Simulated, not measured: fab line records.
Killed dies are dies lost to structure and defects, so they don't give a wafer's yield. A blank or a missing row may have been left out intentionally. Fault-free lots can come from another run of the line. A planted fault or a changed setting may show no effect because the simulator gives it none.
fab line records	flow sky130	part 1 of 2: steps 1 to 32 of 46
[record] lots = 5	wafers = 15	lastDay = 50
route steps=708 shown POLY_GATE@225 LDD_N@237 LDD_P@255 LDD_HVN@267
lots that met no fault: from a run of the same line without faults
startH: start of the lot's first displayed wafer, in hours after the record's first day	waitH: hours since the lot's step before	" as in the row above	L1.1+2: a row that stands for several wafers	- value missing, or start not given	* or withheld: withheld	< > ~ a bound
route shown NAME@n: a module of which the file shows steps, and the number in the route of the first	usual: the fault-free wafers' mean and standard deviation	same: alike in all rows	chamber/n: place in a boat	sites: the reading at each site	_std_site: their standard deviation	_edge_site: the outer-site mean with the inner-site mean subtracted	radiusMm: for every site, how far away it sits from the centre of the wafer	mask NAME#n: copy n	behind: the tool/chamber that last shaped the wafer	hold: the reason the lot was held/the length of the hold in hours/how it ended	device: which transistor (n, p or np) failed to switch	end of line: tests of these same wafers at the route's end	step lacking rows: just its recipe	killed: dies that structure and defects cost at the first sort, which is not the same as the wafer's yield	map: a wafer's dies, marking killed ones x, the rest . and places with no die _
set.NAME: the setting the step ran with; set.NAME@STEP: the setting that earlier step ran with	model.NAME: the simulator's own value behind a step, which no gauge read
lots at some steps of the route; a table a step, a row a wafer
services: the hour from which a tool's chamber was out of use, counted from the record's first day as startH (under 0 if before that day), plus the number of hours and why
[[steps]]
[step SKY_POLY_GATE_PEB_11]
[recipe] pebTempC = withheld	pebTimeS = withheld	resist = KrF-thick
lot.wafer	tool	chamber	startH	waitH
L078.1+5+6	lithoTrack-01	0	-	-
L087.1+4+5	lithoTrack-02	0	-	-
L088.3+4+5	lithoTrack-01	0	-	-
L089.1+2+4	lithoTrack-01	0	-	-
L094.1+3+4	lithoTrack-02	0	-	-
[step SKY_POLY_GATE_DEVELOP_12]
[recipe] developTimeS = 60	resist = KrF-thick	devTempC = 21
lot.wafer	tool	chamber	startH	waitH
L078.1+5+6	lithoTrack-01	0	-	-
L087.1+4+5	lithoTrack-02	0	-	-
L088.3+4+5	lithoTrack-01	0	-	-
L089.1+2+4	lithoTrack-01	0	-	-
L094.1+3+4	lithoTrack-02	0	-	-
[step SKY_POLY_GATE_CD_MEAS_13]
[recipe] targetCdNm = 150
[usual] cdNm = 150.6/1.2
lot.wafer	tool	chamber	startH	waitH	cdNm
L078.1	cdSem-01	-	419.23	-	150.0
L078.5	"	-	"	"	150.3
L078.6	"	-	"	"	150.7
L087.1	cdSem-02	-	490.00	-	150.5
L087.4	"	-	"	"	150.5
L087.5	"	-	"	"	151.5
L088.3	cdSem-02	-	499.07	-	150.1
L088.4	"	-	"	"	150.8
L088.5	"	-	"	"	150.6
L089.1	cdSem-01	-	500.98	-	150.2
L089.2	"	-	"	"	150.2
L089.4	"	-	"	"	149.3
L094.1	cdSem-01	-	543.15	-	150.5
L094.3	"	-	"	"	150.9
L094.4	"	-	"	"	152.8
[step SKY_POLY_GATE_OVL_MEAS_14]
[usual] POLY_GATE_OVL = 1/5.7
lot.wafer	tool	chamber	startH	waitH	POLY_GATE_OVL[nm]
L078.1	overlay-02	-	419.35	0.1	8
L078.5	"	-	"	"	14
L078.6	"	-	"	"	7
L087.1	overlay-02	-	490.12	0.1	-1
L087.4	"	-	"	"	1
L087.5	"	-	"	"	5
L088.3	overlay-01	-	499.16	0.1	-5
L088.4	"	-	"	"	4
L088.5	"	-	"	"	-2
L089.1	overlay-02	-	501.10	0.1	1
L089.2	"	-	"	"	-6
L089.4	"	-	"	"	-3
L094.1	overlay-01	-	543.27	0.1	-6
L094.3	"	-	"	"	-8
L094.4	"	-	"	"	-5
[step SKY_POLY_GATE_ETCH_15]
[recipe] chemistry = N2/H2	target = BARC	ionEnergyEv = 200	sourceW = 500	biasW = 100	pressureMtorr = 30	n2FlowSccm = 100	h2FlowSccm = 200	stopOn = SiO2	timeS = 118.5	targetDepthA = 1100
[usual] drypumpMotorCurrentA = 5.7/0.47	oesProductAu = 0.716/0.0048	throttleValvePct = 13.215/0.0089
lot.wafer	tool	chamber	startH	waitH	drypumpMotorCurrentA	oesProductAu	rfHoursCounterH	throttleValvePct
L078.1	rieDiel-04	0	419.39	0.0	5.1	0.722	100	13.204
L078.5	"	1	"	"	5.8	0.721	-	13.217
L078.6	"	2	"	"	5.1	0.714	-	13.217
L087.1	rieDiel-02	3	490.16	0.0	5.0	0.717	47	13.211
L087.4	"	1	"	"	5.0	0.720	27	13.209
L087.5	"	2	"	"	6.0	0.715	-	13.207
L088.3	rieDiel-02	3	499.19	0.0	5.0	0.722	47	13.228
L088.4	"	0	"	"	5.4	0.722	79	13.198
L088.5	"	2	"	"	6.0	0.715	-	13.239
L089.1	rieDiel-03	3	501.14	0.0	6.0	0.713	12	13.214
L089.2	"	0	"	"	6.2	0.712	11	13.211
L089.4	"	1	"	"	5.6	0.710	8	13.216
L094.1	rieDiel-03	1	543.31	0.0	5.6	0.721	9	13.201
L094.3	"	2	"	"	6.2	0.725	17	13.217
L094.4	"	3	"	"	6.0	0.720	13	13.210
[step SKY_POLY_GATE_ETCH_16]
[recipe] stopOn = poly-Si	chemistry = CH3F/O2	target = Si3N4	sourceW = 400	biasW = 80	pressureMtorr = 25	ch3fFlowSccm = 40	O2_flow_sccm = 30	timeS = 147.5	targetDepthA = 750
[usual] drypumpMotorCurrentA = 5.6/0.47	oesProductAu = 0.638/0.0044	throttleValvePct = 10.535/0.0096
lot.wafer	tool	chamber	startH	waitH	drypumpMotorCurrentA	oesProductAu	rfHoursCounterH	throttleValvePct
L078.1	rieDiel-04	0	419.47	0.0	5.1	0.640	100	10.521
L078.5	"	1	"	"	5.8	0.636	-	10.531
L078.6	"	2	"	"	5.1	0.640	-	10.519
L087.1	rieDiel-02	3	490.24	0.0	5.0	0.634	47	10.539
L087.4	"	1	"	"	5.0	0.644	27	10.535
L087.5	"	2	"	"	5.9	0.637	-	10.530
L088.3	rieDiel-02	3	499.27	0.0	5.0	0.636	47	10.535
L088.4	"	0	"	"	5.3	0.644	79	10.528
L088.5	"	2	"	"	6.0	0.632	-	10.545
L089.1	rieDiel-03	3	501.22	0.0	6.0	0.637	12	10.541
L089.2	"	0	"	"	6.2	0.636	11	10.532
L089.4	"	1	"	"	5.6	0.638	8	10.553
L094.1	rieDiel-03	1	543.39	0.0	5.6	0.639	9	10.550
L094.3	"	2	"	"	6.2	0.644	17	10.551
L094.4	"	3	"	"	6.0	0.638	13	10.545
[step SKY_POLY_GATE_ETCH_17]
[recipe] targetDepthNm = 180	stopOn = SiO2	overEtchFrac = 0.56667	chemistry = HBr/Cl2	target = poly-Si	icpW = 400	biasW = 100	pressureMtorr = 10	HBr_flow_sccm = 150	Cl2_flow_sccm = 50	timeS = 70.5
[usual] drypumpMotorCurrentA = 5.8/0.53	mfcCl2Sccm = 50.02/0.15	oesProductAu = 0.990/0.0069	throttleValvePct = 33.684/0.0097
lot.wafer	tool	chamber	startH	waitH	drypumpMotorCurrentA	mfcCl2Sccm	oesProductAu	rfHoursCounterH	throttleValvePct
L078.1	rieSi-02	2	419.57	0.0	5.8	49.94	0.982	5	33.702
L078.5	"	0	"	"	6.1	49.87	0.974	-	33.684
L078.6	"	1	"	"	5.3	50.16	0.986	-	33.683
L087.1	rieSi-02	1	490.34	0.0	5.3	50.08	0.985	41	33.684
L087.4	"	3	"	"	6.2	50.13	0.986	3	33.677
L087.5	"	2	"	"	5.8	50.08	0.975	-	33.685
L088.3	rieSi-01	0	499.37	0.0	6.0	49.85	0.990	5	33.678
L088.4	"	3	"	"	4.9	50.43	0.977	53	33.665
L088.5	"	0	"	"	6.0	50.07	0.989	-	33.683
L089.1	rieSi-02	1	501.32	0.0	5.3	50.08	0.984	41	33.692
L089.2	"	2	"	"	5.8	49.77	0.990	5	33.687
L089.4	"	0	"	"	6.1	49.82	0.982	3	33.674
L094.1	rieSi-01	0	543.49	0.0	6.0	49.88	0.998	5	33.692
L094.3	"	2	"	"	6.6	49.86	0.991	0	33.698
L094.4	"	2	"	"	6.6	50.13	0.997	-	33.682
[step SKY_POLY_GATE_STRIP_18]
[recipe] chemistry = O2/N2	powerW = 1400	pressureMtorr = 1500	platenTempC = withheld	o2FlowSccm = 3000	n2FlowSccm = 300	overashFraction = 0.5
[usual] drypumpMotorCurrentA = 5.4/0.35	oesProductAu = 0.360/0.0048	stripTimeToEndpointS = 3.16/0.032
lot.wafer	tool	chamber	startH	waitH	drypumpMotorCurrentA	oesProductAu	rfHoursCounterH	stripTimeToEndpointS
L078.1	plasmaAsher-02	1	419.62	0.0	5.3	0.358	72	3.15
L078.5	"	1	"	"	5.3	0.359	-	3.16
L078.6	"	0	"	"	6.0	0.355	-	3.16
L087.1	plasmaAsher-02	0	490.39	0.0	6.0	0.360	6	3.18
L087.4	"	1	"	"	5.4	0.357	-	3.13
L087.5	"	1	"	"	5.4	0.360	-	3.17
L088.3	plasmaAsher-01	0	499.46	0.1	5.4	0.364	-	3.19
L088.4	"	1	"	"	4.9	0.358	-	3.18
L088.5	"	0	"	"	5.4	0.363	-	3.15
L089.1	plasmaAsher-01	0	501.37	0.0	5.4	0.358	69	3.14
L089.2	"	1	"	"	4.8	0.366	69	3.14
L089.4	"	0	"	"	5.4	0.351	-	3.07
L094.1	plasmaAsher-01	0	543.54	0.0	5.4	0.362	73	3.13
L094.3	"	0	"	"	5.4	0.364	-	3.16
L094.4	"	1	"	"	4.9	0.359	-	3.17
[step SKY_POLY_GATE_CLEAN_19]
[recipe] chemistry = SC1/SC2	mix = 1:4:20	tempC = 70	timeS = 150	dry = n2Spin
[usual] bathHeatDutyPct = 13.8/1.4
lot.wafer	tool	chamber	startH	waitH	bathHeatDutyPct
L078.1	wetBench-04	3	419.72	0.1	14.1
L078.5	"	3	"	"	14.4
L078.6	"	3	"	"	14.2
L087.1	wetBench-01	1	490.49	0.1	13.7
L087.4	"	1	"	"	13.7
L087.5	"	1	"	"	12.7
L088.3	wetBench-04	0	499.52	0.0	13.4
L088.4	"	0	"	"	13.8
L088.5	"	0	"	"	14.1
L089.1	wetBench-01	3	501.47	0.1	13.1
L089.2	"	3	"	"	12.9
L089.4	"	3	"	"	13.5
L094.1	wetBench-03	3	543.64	0.1	13.5
L094.3	"	3	"	"	13.5
L094.4	"	3	"	"	13.1
[step SKY_POLY_GATE_OXIDATION_20]
[recipe] tempC = 850	ambient = O2	stabiliseS = 600	purgeS = 300	targetThkA = 40	oxTimeS = 899
[usual] spikeTcLowerC = 849.9/0.99	tube_center_temp_C_max = 852.2/0.34
lot.wafer	tool	chamber	startH	waitH	spikeTcLowerC	tube_center_temp_C_max
L078.1	furnace-01	0	419.78	0.0	849.2	852.5
L078.5	"	0	"	"	850.5	851.9
L078.6	"	0	"	"	849.1	852.0
L087.1	furnace-01	0	490.54	0.0	848.9	852.4
L087.4	"	0	"	"	849.4	852.4
L087.5	"	0	"	"	849.6	852.3
L088.3	furnace-01	0	500.50	0.9	850.7	851.9
L088.4	"	0	"	"	847.7	852.4
L088.5	"	0	"	"	851.1	851.8
L089.1	furnace-02	0	501.52	0.0	851.7	852.3
L089.2	"	0	"	"	852.3	852.4
L089.4	"	0	"	"	849.3	852.1
L094.1	furnace-02	0	543.70	0.0	850.2	853.0
L094.3	"	0	"	"	850.3	851.7
L094.4	"	0	"	"	851.0	852.4
[step SKY_POLY_GATE_THK_MEAS_21]
[recipe] reads = SiO2_of_POLY_GATE_OXIDATION_20
[usual] POLY_GATE_OXIDATION_THK = 3.97/0.069
lot.wafer	tool	chamber	startH	waitH	POLY_GATE_OXIDATION_THK[nm]
L078.1	filmMetro-04	-	421.03	0.0	4.05
L078.5	"	-	"	"	3.91
L078.6	"	-	"	"	3.89
L087.1	filmMetro-04	-	491.79	0.0	3.96
L087.4	"	-	"	"	4.02
L087.5	"	-	"	"	4.04
L088.3	filmMetro-04	-	501.77	0.0	3.96
L088.4	"	-	"	"	3.98
L088.5	"	-	"	"	4.02
L089.1	filmMetro-01	-	502.77	0.0	4.02
L089.2	"	-	"	"	4.01
L089.4	"	-	"	"	4.02
L094.1	filmMetro-03	-	544.95	0.0	3.93
L094.3	"	-	"	"	3.95
L094.4	"	-	"	"	3.93
[step SKY_POLY_GATE_CD_MEAS_22]
[usual] cdNm = 150.7/1.7
lot.wafer	tool	chamber	startH	waitH	cdNm
L078.1	cdSem-01	-	421.09	0.1	150.7
L078.5	"	-	"	"	150.7
L078.6	"	-	"	"	150.0
L087.1	cdSem-01	-	491.85	0.1	149.7
L087.4	"	-	"	"	148.4
L087.5	"	-	"	"	149.9
L088.3	cdSem-02	-	501.86	0.1	150.8
L088.4	"	-	"	"	151.6
L088.5	"	-	"	"	150.3
L089.1	cdSem-01	-	502.83	0.1	151.3
L089.2	"	-	"	"	150.5
L089.4	"	-	"	"	148.9
L094.1	cdSem-02	-	545.01	0.1	150.8
L094.3	"	-	"	"	152.6
L094.4	"	-	"	"	152.5
[step SKY_LDD_N_DEHYDRATE_00]
[recipe] tempC = 200	timeS = 60
lot.wafer	tool	chamber	startH	waitH
L078.1+5+6	lithoTrack-01	0	436.08	15.0
L087.1+4+5	lithoTrack-01	0	506.48	14.6
L088.3+4+5	lithoTrack-01	0	516.83	14.9
L089.1+2+4	lithoTrack-02	0	517.55	14.7
L094.1+3+4	lithoTrack-04	0	559.36	14.3
[step SKY_LDD_N_HMDS_01]
[recipe] primeTimeS = 60	primeTempC = 120
lot.wafer	tool	chamber	startH	waitH
L078.1+5+6	lithoTrack-01	0	436.23	0.1
L087.1+4+5	lithoTrack-01	0	506.63	0.1
L088.3+4+5	lithoTrack-01	0	516.98	0.1
L089.1+2+4	lithoTrack-02	0	517.70	0.1
L094.1+3+4	lithoTrack-04	0	559.51	0.1
[step SKY_LDD_N_COAT_02]
[recipe] resist = NOVOLAK	spinRpm = 3000	resistThkNm = 300
lot.wafer	tool	chamber	startH	waitH
L078.1+5+6	lithoTrack-01	0	436.38	0.1
L087.1+4+5	lithoTrack-01	0	506.78	0.1
L088.3+4+5	lithoTrack-01	0	517.13	0.1
L089.1+2+4	lithoTrack-02	0	517.85	0.1
L094.1+3+4	lithoTrack-04	0	559.66	0.1
[step SKY_LDD_N_SOFTBAKE_03]
[recipe] tempC = 90	timeS = 60	resist = NOVOLAK
lot.wafer	tool	chamber	startH	waitH
L078.1+5+6	lithoTrack-01	0	436.53	0.1
L087.1+4+5	lithoTrack-01	0	506.93	0.1
L088.3+4+5	lithoTrack-01	0	517.28	0.1
L089.1+2+4	lithoTrack-02	0	518.00	0.1
L094.1+3+4	lithoTrack-04	0	559.81	0.1
[step SKY_LDD_N_EXPOSE_04]
[recipe] maskId = NTM	targetCdNm = 840	na = 0.6	sourceShape = conventional	sigmaOuter = 0.6	doseMj = 110
lot.wafer	tool	chamber	startH	waitH	mask
L078.1+5+6	ilineStepper-01	0	-	-	NTM#0
L087.1+4+5	ilineStepper-02	0	-	-	NTM#0
L088.3+4+5	ilineStepper-01	0	-	-	NTM#0
L089.1+2+4	ilineStepper-01	0	-	-	NTM#0
L094.1+3+4	ilineStepper-01	0	-	-	NTM#0
[step SKY_LDD_N_PEB_05]
[recipe] tempC = withheld	timeS = *	resist = NOVOLAK
lot.wafer	tool	chamber	startH	waitH
L078.1+5+6	lithoTrack-02	0	-	-
L087.1+4+5	lithoTrack-04	0	-	-
L088.3+4+5	lithoTrack-04	0	-	-
L089.1+2+4	lithoTrack-02	0	-	-
L094.1+3+4	lithoTrack-04	0	-	-
[step SKY_LDD_N_DEVELOP_06]
[recipe] developTimeS = 60	devTempC = 23
lot.wafer	tool	chamber	startH	waitH
L078.1+5+6	lithoTrack-02	0	452.00	0.1
L087.1+4+5	lithoTrack-04	0	522.61	0.1
L088.3+4+5	lithoTrack-04	0	532.66	0.1
L089.1+2+4	lithoTrack-02	0	532.75	0.1
L094.1+3+4	lithoTrack-04	0	574.16	0.1
[step SKY_LDD_N_OVL_MEAS_07]
[usual] LDD_N_OVL = -0.1/1.3
lot.wafer	tool	chamber	startH	waitH	LDD_N_OVL[nm]
L078.1	overlay-02	-	452.15	0.1	-1.4
L078.5	"	-	"	"	-1.5
L078.6	"	-	"	"	-2.5
L087.1	overlay-01	-	522.76	0.1	-1.2
L087.4	"	-	"	"	-1.8
L087.5	"	-	"	"	-0.6
L088.3	overlay-02	-	532.78	0.1	2.0
L088.4	"	-	"	"	0.9
L088.5	"	-	"	"	2.0
L089.1	overlay-02	-	532.90	0.1	0.2
L089.2	"	-	"	"	-1.3
L089.4	"	-	"	"	-1.0
L094.1	overlay-02	-	574.31	0.1	-0.5
L094.3	"	-	"	"	0.3
L094.4	"	-	"	"	-2.1
[step SKY_LDD_N_IMPLANT_08]
[recipe] species = As	energyKev = 20	doseCm2 = 7.5e+13	tiltDeg = withheld	rotationDeg = 23
lot.wafer	tool	chamber	startH	waitH
L078.1+5+6	implanter-03	0	452.19	0.0
L087.1+4+5	implanter-03	0	522.80	0.0
L088.3+4+5	implanter-01	0	532.85	0.1
L089.1+2+4	implanter-02	0	532.94	0.0
L094.1+3+4	implanter-02	0	574.35	0.0
[step SKY_LDD_N_IMPLANT_09]
[recipe] species = As	energyKev = 20	doseCm2 = 7.5e+13	tiltDeg = withheld	rotationDeg = 113
lot.wafer	tool	chamber	startH	waitH
L078.1+5+6	implanter-03	0	452.34	0.1
L087.1+4+5	implanter-03	0	522.95	0.1
L088.3+4+5	implanter-01	0	533.00	0.1
L089.1+2+4	implanter-02	0	533.09	0.1
L094.1+3+4	implanter-02	0	574.50	0.1
[step SKY_LDD_N_IMPLANT_10]
[recipe] species = As	energyKev = 20	doseCm2 = 7.5e+13	tiltDeg = withheld	rotationDeg = 203
lot.wafer	tool	chamber	startH	waitH
L078.1+5+6	implanter-03	0	452.49	0.1
L087.1+4+5	implanter-03	0	523.10	0.1
L088.3+4+5	implanter-01	0	533.15	0.1
L089.1+2+4	implanter-02	0	533.24	0.1
L094.1+3+4	implanter-02	0	574.65	0.1
[step SKY_LDD_N_IMPLANT_11]
[recipe] species = As	energyKev = 20	doseCm2 = 7.5e+13	tiltDeg = withheld	rotationDeg = 293
lot.wafer	tool	chamber	startH	waitH
L078.1+5+6	implanter-03	0	452.64	0.1
L087.1+4+5	implanter-03	0	523.25	0.1
L088.3+4+5	implanter-01	0	533.30	0.1
L089.1+2+4	implanter-02	0	533.39	0.1
L094.1+3+4	implanter-02	0	574.80	0.1
[step SKY_LDD_N_IMPLANT_12]
[recipe] species = BF2	energyKev = 50	doseCm2 = 5e+12	tiltDeg = 30	rotationDeg = 0
lot.wafer	tool	chamber	startH	waitH
L078.1+5+6	implanter-03	0	452.79	0.1
L087.1+4+5	implanter-03	0	523.40	0.1
L088.3+4+5	implanter-01	0	533.45	0.1
L089.1+2+4	implanter-02	0	533.54	0.1
L094.1+3+4	implanter-02	0	574.95	0.1
[step SKY_LDD_N_IMPLANT_13]
[recipe] species = BF2	energyKev = 50	doseCm2 = 5e+12	tiltDeg = 30	rotationDeg = 90
lot.wafer	tool	chamber	startH	waitH
L078.1+5+6	implanter-03	0	452.94	0.1
L087.1+4+5	implanter-03	0	523.55	0.1
L088.3+4+5	implanter-01	0	533.60	0.1
L089.1+2+4	implanter-02	0	533.69	0.1
L094.1+3+4	implanter-02	0	575.10	0.1
[step SKY_LDD_N_IMPLANT_14]
[recipe] species = BF2	energyKev = 50	doseCm2 = 5e+12	tiltDeg = 30	rotationDeg = 180
lot.wafer	tool	chamber	startH	waitH
L078.1+5+6	implanter-03	0	453.09	0.1
L087.1+4+5	implanter-03	0	523.70	0.1
L088.3+4+5	implanter-01	0	533.75	0.1
L089.1+2+4	implanter-02	0	533.84	0.1
L094.1+3+4	implanter-02	0	575.25	0.1
[step SKY_LDD_N_IMPLANT_15]
[recipe] species = BF2	energyKev = 50	doseCm2 = 5e+12	tiltDeg = 30	rotationDeg = 270
lot.wafer	tool	chamber	startH	waitH
L078.1+5+6	implanter-03	0	453.24	0.1
L087.1+4+5	implanter-03	0	523.85	0.1
L088.3+4+5	implanter-01	0	533.90	0.1
L089.1+2+4	implanter-02	0	533.99	0.1
L094.1+3+4	implanter-02	0	575.40	0.1
[step SKY_LDD_N_STRIP_16]
[recipe] chemistry = O2/N2	powerW = 1400	pressureMtorr = 1500	platenTempC = withheld	o2FlowSccm = 3000	n2FlowSccm = 300	overashFraction = 0.5
[usual] drypumpMotorCurrentA = 5.5/0.34	oesProductAu = 0.406/0.0048	stripTimeToEndpointS = 4.318/0.015
lot.wafer	tool	chamber	startH	waitH	drypumpMotorCurrentA	oesProductAu	rfHoursCounterH	stripTimeToEndpointS
L078.1	plasmaAsher-02	0	453.39	0.1	6.0	0.409	2	4.299
L078.5	"	0	"	"	6.0	0.404	-	4.307
L078.6	"	1	"	"	5.4	0.409	-	4.309
L087.1	plasmaAsher-01	0	524.00	0.1	5.4	0.401	71	4.311
L087.4	"	0	"	"	5.4	0.408	-	4.323
L087.5	"	0	"	"	5.4	0.399	-	4.296
L088.3	plasmaAsher-03	1	534.03	0.1	5.7	0.408	-	4.290
L088.4	"	0	"	"	5.6	0.409	-	4.333
L088.5	"	1	"	"	5.7	0.409	-	4.303
L089.1	plasmaAsher-02	1	534.14	0.1	5.4	0.410	10	4.332
L089.2	"	0	"	"	6.0	0.407	10	4.322
L089.4	"	0	"	"	6.0	0.407	-	4.326
L094.1	plasmaAsher-01	1	575.55	0.1	4.8	0.406	76	4.343
L094.3	"	0	"	"	5.5	0.406	-	4.320
L094.4	"	1	"	"	4.9	0.411	-	4.312
[step SKY_LDD_N_TW_MEAS_17]
[usual] LDD_N_TW = 2582/27
lot.wafer	tool	chamber	startH	waitH	LDD_N_TW
L078.1	filmMetro-04	-	453.49	0.1	2598
L078.5	"	-	"	"	2605
L078.6	"	-	"	"	2592
L087.1	filmMetro-02	-	524.10	0.1	2625
L087.4	"	-	"	"	2617
L087.5	"	-	"	"	2602
L088.3	filmMetro-03	-	534.12	0.1	2570
L088.4	"	-	"	"	2560
L088.5	"	-	"	"	2559
L089.1	filmMetro-02	-	534.24	0.1	2609
L089.2	"	-	"	"	2616
L089.4	"	-	"	"	2618
L094.1	filmMetro-03	-	575.65	0.1	2546
L094.3	"	-	"	"	2556
L094.4	"	-	"	"	2564
[step SKY_LDD_P_DEHYDRATE_00]
[recipe] tempC = 200	timeS = 60
lot.wafer	tool	chamber	startH	waitH
L078.1+5+6	lithoTrack-04	0	468.86	15.4
L087.1+4+5	lithoTrack-03	0	537.95	13.8
L088.3+4+5	lithoTrack-03	0	548.15	14.0
L089.1+2+4	lithoTrack-04	0	548.81	14.6
L094.1+3+4	lithoTrack-03	0	590.05	14.4
[step SKY_LDD_P_HMDS_01]
[recipe] primeTimeS = 60	primeTempC = 120
lot.wafer	tool	chamber	startH	waitH
L078.1+5+6	lithoTrack-04	0	469.01	0.1
L087.1+4+5	lithoTrack-03	0	538.10	0.1
L088.3+4+5	lithoTrack-03	0	548.30	0.1
L089.1+2+4	lithoTrack-04	0	548.96	0.1
L094.1+3+4	lithoTrack-03	0	590.20	0.1
